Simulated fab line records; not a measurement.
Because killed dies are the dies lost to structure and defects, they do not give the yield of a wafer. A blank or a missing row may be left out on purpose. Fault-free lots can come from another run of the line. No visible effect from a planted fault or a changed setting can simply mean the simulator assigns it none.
Matching of chambers	flow sky130	SKY_FIELD_ISO_CMP_27 on cmp-01 has 4 sister chambers
The step polishes, stops on Si3N4, t overpolish 14.79 s, target thk 457.8 nm. 4 wafers are shown with their chamber, then 9 later ones without.

## WAFERS, EACH WITH ITS CHAMBER
wafer	chamber	motor_current_A (A)
L190.5	3	11.6
L192.3	1	13.1
L192.4	2	13.2
L192.6	0	14.7

## WAFERS WITH NO CHAMBER GIVEN
wafer	motor_current_A (A)
L199.2	12.5
L199.3	14.9
L199.4	11.8
L202.1	14.9
L202.5	12.6
L202.6	14.8
L206.1	15.7
L206.3	11.9
L206.5	12.7

## THE CHAMBER EACH PASSED THROUGH
wafer	from the rows above	in truth
L199.2	can't be placed: 1 or 2 or 3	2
L199.3	0	0
L199.4	3	3
L202.1	0	0
L202.5	can't be placed: 1 or 2 or 3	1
L202.6	0	0
L206.1	0	0
L206.3	can't be placed: 3 or 1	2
L206.5	can't be placed: 1 or 2 or 3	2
Placed correctly: 5 of 9. Can't be placed from these rows: 4 (the true chamber is among the candidates in 3). Wrongly placed: 0.
How it was worked out, from the rows above alone: a wafer's distance from a chamber is the root of the sum, over the readings, of the square of ((its reading less the chamber's mean) divided by the reading's scatter). The wafer belongs to the nearest chamber; if the next one is less than 2 further off, it can't be placed. Each chamber's mean is taken over the wafers shown for it. The scatter: root of mean squared gap, hidden wafer to nearest shown wafer, with one shown wafer a chamber.
